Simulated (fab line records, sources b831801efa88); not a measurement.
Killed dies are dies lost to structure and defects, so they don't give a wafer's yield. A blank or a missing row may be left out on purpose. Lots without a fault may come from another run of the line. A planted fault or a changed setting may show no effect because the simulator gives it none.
A struck lot beside a sound one | flow gf180mcu | 14 steps out of a route of 602
Sound: wafers L647.2, L647.4, L647.5. Struck: wafers L652.4, L652.5, L652.6. The cause comes at the end.
At each step with rows: each side's tool, then ch and its chambers, then its first start. Under that, the readings that differ: sound wafers | struck wafers | difference of the means | sigmas: that difference in standard deviations of wafers without a fault.
alike: readings whose means differ by less than 2 such deviations, and words and numbers that are the same on both sides. not compared: withheld readings, readings that some wafer has no value for, bounds like >300 that may hide the same value, and numbers for which the record gives no deviation and whose values overlap.
The two part at a step that has a row with sigmas, a row that says differs or no value, or rows on one side only. Numbers that don't overlap but have no deviation are shown without sigmas and don't part them. A reading that every wafer of one side lacks parts them only if that side has two wafers or more.

GF_M2_SPUTTER_01: material TiN, target thk 30 nm, time 25 s.
  sound on pvd_sputter-04, day 20 04:35; struck on pvd_sputter-03, day 22 04:32
  alike: throttle_valve_pct
GF_M2_SPUTTER_02: material AlCu, target thk 450 nm, time 23.9 s.
  sound on pvd_sputter-04, day 20 04:37; struck on pvd_sputter-03, day 22 04:34
  alike: throttle_valve_pct
GF_M2_SPUTTER_03: material Ti, target thk 10 nm, time 6.7 s.
  sound on pvd_sputter-04, day 20 04:38; struck on pvd_sputter-03, day 22 04:35
  alike: throttle_valve_pct
GF_M2_SPUTTER_04: material TiN, target thk 50 nm, time 41.7 s.
  sound on pvd_sputter-04, day 20 04:40; struck on pvd_sputter-03, day 22 04:37
  alike: throttle_valve_pct
GF_M2_RS_MEAS_05: measures by four-point-probe.
  sound on film_metro-03, day 20 04:44; struck on film_metro-01, day 22 04:43
  alike: M2_ALCU_RS
GF_M2_THK_MEAS_06: measures by xrf.
  sound on film_metro-03, day 20 04:51; struck on film_metro-01, day 22 04:48
  alike: M2_ALCU_THK
then, 6 steps without rows for these wafers: GF_M2_DEHYDRATE_07 (time 60 s); GF_M2_HMDS_08 (prime time 60 s); GF_M2_COAT_09 (resist thk 1000 nm); GF_M2_SOFTBAKE_10 (time 60 s); GF_M2_EXPOSE_11 (exposes mask Metal2, target cd 280 nm); GF_M2_PEB_12 (peb time 90 s).
GF_M2_DEVELOP_13: develop time 60 s.
  sound on litho_track-04 ch 0, day 21 04:50; struck on litho_track-02, day 23 03:55
  no value came back on the struck wafers for chill_plate_temp_C (C), develop_time_s (s), exhaust_pa (Pa); on the sound wafers chill_plate_temp_C (C) reads 22.86 22.92 23.09
  reading                             | sound           | struck            | difference | sigmas
  model.KrF_of_M2_COAT_09.thk_nm (nm) | 979.8 977 978.9 | 996.1 997.8 995.4 | +17.9      |
GF_M2_CD_MEAS_14: target cd 280 nm.
  sound on cd_sem-02, day 21 04:59; struck on cd_sem-02, day 23 04:04
  reading    | sound             | struck | difference                    | sigmas
  cd_nm (nm) | 280.2 277.9 280.0 | - - -  | no value on the struck wafers |

WHERE THEY PART
First at GF_M2_DEVELOP_13; last, within this record, at GF_M2_CD_MEAS_14.

WHY: what the simulator had put in
Skipped step whole: litho_track-02, from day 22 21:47 on, at GF_M2_DEVELOP_13. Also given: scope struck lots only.
